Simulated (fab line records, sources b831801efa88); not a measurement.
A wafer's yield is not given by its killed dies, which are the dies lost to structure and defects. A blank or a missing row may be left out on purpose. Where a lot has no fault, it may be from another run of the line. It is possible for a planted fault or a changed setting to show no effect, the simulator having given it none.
Which tool is to blame? + flow sky130 + 33 wafers from 11 lots sampled at 4 of the route's 708 steps

WHAT EACH GAUGE READ, for each wafer
SKY_METAL3_OVL_MEAS_14.
| lot  | measured     | on         | METAL3_OVL (nm) |
|------|--------------|------------|-----------------|
| L600 | day 38 15:37 | overlay-02 | 7 1 -2          |
| L604 | day 40 04:09 | overlay-01 | 11 9 10         |
| L605 | day 40 14:52 | overlay-01 | -7 -10 -9       |
| L606 | day 40 20:26 | overlay-01 | -4 -11 -7       |
| L614 | day 42 22:12 | overlay-01 | -2 8 8          |
| L615 | day 42 23:39 | overlay-02 | 0 -3 -2         |
| L616 | day 43 13:37 | overlay-02 | 5 8 2           |
| L618 | day 44 02:23 | overlay-01 | 5 -2 9          |
| L619 | day 44 09:21 | overlay-01 | 1 7 11          |
| L621 | day 44 18:55 | overlay-01 | 2 1 4           |
| L622 | day 44 23:30 | overlay-01 | 9 4 -1          |

TOOL THAT RAN EACH LOT (tool first, then ch and the chambers of the sampled wafers, then the start)
| lot  | SKY_METAL2_SPUTTER_04        | SKY_METAL2_METAL_ETCH_19          | SKY_METAL2_STRIP_20                  |
|------|------------------------------|-----------------------------------|--------------------------------------|
| L600 | pvd-sputter-02, day 34 03:53 | rie-metal-02 ch 0,1, day 35 06:56 | plasma-asher-03 ch 0,1, day 35 07:01 |
| L604 | pvd-sputter-02, day 35 20:02 | rie-metal-01 ch 0,1, day 36 22:05 | plasma-asher-04 ch 0,1, day 36 22:10 |
| L605 | pvd-sputter-02, day 36 05:50 | rie-metal-01 ch 1, day 37 09:02   | plasma-asher-02 ch 0,1, day 37 09:11 |
| L606 | pvd-sputter-02, day 36 12:20 | rie-metal-04 ch 0,1, day 37 14:16 | plasma-asher-04 ch 0,1, day 37 14:22 |
| L614 | pvd-sputter-01, day 38 17:47 | rie-metal-01 ch 0,1, day 39 18:36 | plasma-asher-04 ch 0,1, day 39 18:43 |
| L615 | pvd-sputter-03, day 38 20:41 | rie-metal-01 ch 0,1, day 39 21:13 | plasma-asher-04 ch 0,1, day 39 21:19 |
| L616 | pvd-sputter-03, day 39 11:32 | rie-metal-04 ch 1, day 40 12:26   | plasma-asher-03 ch 0,1, day 40 12:35 |
| L618 | pvd-sputter-02, day 40 00:20 | rie-metal-02 ch 0,1, day 41 01:25 | plasma-asher-04 ch 0,1, day 41 01:31 |
| L619 | pvd-sputter-02, day 40 07:49 | rie-metal-04 ch 0,1, day 41 08:58 | plasma-asher-04 ch 0,1, day 41 09:04 |
| L621 | pvd-sputter-02, day 40 17:50 | rie-metal-04 ch 0,1, day 41 18:22 | plasma-asher-04 ch 0,1, day 41 18:28 |
| L622 | pvd-sputter-01, day 40 23:29 | rie-metal-04 ch 0,1, day 41 23:44 | plasma-asher-04 ch 0,1, day 41 23:49 |
- SKY_METAL2_SPUTTER_04: material TiN, target thk 70 nm, time 56.63 s.
- SKY_METAL2_METAL_ETCH_19: etches the open film in Cl2/BCl3, stops on SiO2, target depth 360 nm, time 78 s.
- SKY_METAL2_STRIP_20: strips in O2/N2.

AS READ BY THE TOOLS THEMSELVES (means over the sampled wafers that have a number; for cases with no such wafer, the mark the record gives instead)
SKY_METAL2_SPUTTER_04.
| lot  | tool           | throttle-valve-pct (%) |
|------|----------------|------------------------|
| L600 | pvd-sputter-02 | 29.6                   |
| L604 | pvd-sputter-02 | 28.9                   |
| L605 | pvd-sputter-02 | 30.4                   |
| L606 | pvd-sputter-02 | 29.5                   |
| L614 | pvd-sputter-01 | 30.6                   |
| L615 | pvd-sputter-03 | 29.4                   |
| L616 | pvd-sputter-03 | 29.1                   |
| L618 | pvd-sputter-02 | 30.4                   |
| L619 | pvd-sputter-02 | 29.8                   |
| L621 | pvd-sputter-02 | 30.4                   |
| L622 | pvd-sputter-01 | 30.5                   |

SKY_METAL2_METAL_ETCH_19.
| lot  | tool         | bias-w (W) | drypump-motor-current-A (A) | mfc-cl2-sccm (sccm) | oes-product-au (a.u.) | throttle-valve-pct (%) |
|------|--------------|------------|-----------------------------|---------------------|-----------------------|------------------------|
| L600 | rie-metal-02 | 48.54      | 5.30                        | 59.82               | 0.849                 | 22.272                 |
| L604 | rie-metal-01 | 48.59      | 5.88                        | 59.97               | 0.854                 | 22.264                 |
| L605 | rie-metal-01 | 48.58      | 5.71                        | 60.13               | 0.857                 | 22.274                 |
| L606 | rie-metal-04 | 48.61      | 5.65                        | 59.86               | 0.859                 | 22.268                 |
| L614 | rie-metal-01 | 53.73      | 6.10                        | 60.23               | 0.850                 | 22.258                 |
| L615 | rie-metal-01 | 53.62      | 6.07                        | 59.82               | 0.856                 | 22.264                 |
| L616 | rie-metal-04 | 48.50      | 5.49                        | 59.85               | 0.852                 | 22.261                 |
| L618 | rie-metal-02 | 48.47      | 5.53                        | 59.89               | 0.851                 | 22.266                 |
| L619 | rie-metal-04 | 48.54      | 5.57                        | 60.15               | 0.859                 | 22.256                 |
| L621 | rie-metal-04 | 48.44      | 5.56                        | 60.00               | 0.852                 | 22.265                 |
| L622 | rie-metal-04 | 48.54      | 5.57                        | 59.65               | 0.852                 | 22.265                 |

SKY_METAL2_STRIP_20.
| lot  | tool            | drypump-motor-current-A (A) | oes-product-au (a.u.) | strip-time-to-endpoint-s (s) |
|------|-----------------|-----------------------------|-----------------------|------------------------------|
| L600 | plasma-asher-03 | 5.7                         | 0.347                 | 2.75                         |
| L604 | plasma-asher-04 | 5.6                         | 0.340                 | 2.68                         |
| L605 | plasma-asher-02 | 6.2                         | 0.343                 | 2.64                         |
| L606 | plasma-asher-04 | 5.7                         | 0.347                 | 2.77                         |
| L614 | plasma-asher-04 | 5.5                         | 0.336                 | 2.56                         |
| L615 | plasma-asher-04 | 5.5                         | 0.337                 | 2.60                         |
| L616 | plasma-asher-03 | 5.7                         | 0.343                 | 2.73                         |
| L618 | plasma-asher-04 | 5.7                         | 0.348                 | 2.73                         |
| L619 | plasma-asher-04 | 5.7                         | 0.347                 | 2.69                         |
| L621 | plasma-asher-04 | 5.7                         | 0.344                 | 2.71                         |
| L622 | plasma-asher-04 | 5.7                         | 0.346                 | 2.74                         |

THE ANSWER, worked out from the rows above alone
Rule: what is usual is taken from the lots themselves. The widest of any qualifying gaps counts: lots, ordered by their means at a reading, are off when they make up no more than a third of the lots, leave a main group of 4 or more, and stand apart from it by 3 or more times the standard deviation of that group's means. A main group whose means are all the same, to the digits that the tables above print for the reading, isn't used. Also off: a lot with no number at a reading for which 4 or more lots have one. The other lots that the step has rows for count as sound. Order of review: gauges by route order, followed by the tools' own readings, for which a lot's mean as printed above is used. The first step at which some lot is off is used, and at that step the reading that is off furthest; a lot without a number counts as furthest.
Off: L614, L615, at SKY_METAL2_METAL_ETCH_19 (bias-w). Main group: mean 48.53 W, sd 0.053.
A tool fits if, at that step or a process step before it, it ran every lot that is off, and no sound lot after the first of them. One candidate fits, namely rie-metal-01 at SKY_METAL2_METAL_ETCH_19. Its last sound lot is L605 (day 37 09:02), its first lot that is off L614 (day 39 18:36): a fault that began between those two fits.
The tool's own readings at SKY_METAL2_METAL_ETCH_19 bear it out: on the lots that are off they differ by more than 5 times the standard deviation of the sound lots' means. bias-w reads 53.67 W there against 48.53 W on the sound lots.

WHAT THE SIMULATOR PUT IN
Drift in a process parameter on rie-metal-01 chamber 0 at SKY_METAL2_METAL_ETCH_19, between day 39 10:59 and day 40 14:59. A move of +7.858 in setting bias-w, from 48.5. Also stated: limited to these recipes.
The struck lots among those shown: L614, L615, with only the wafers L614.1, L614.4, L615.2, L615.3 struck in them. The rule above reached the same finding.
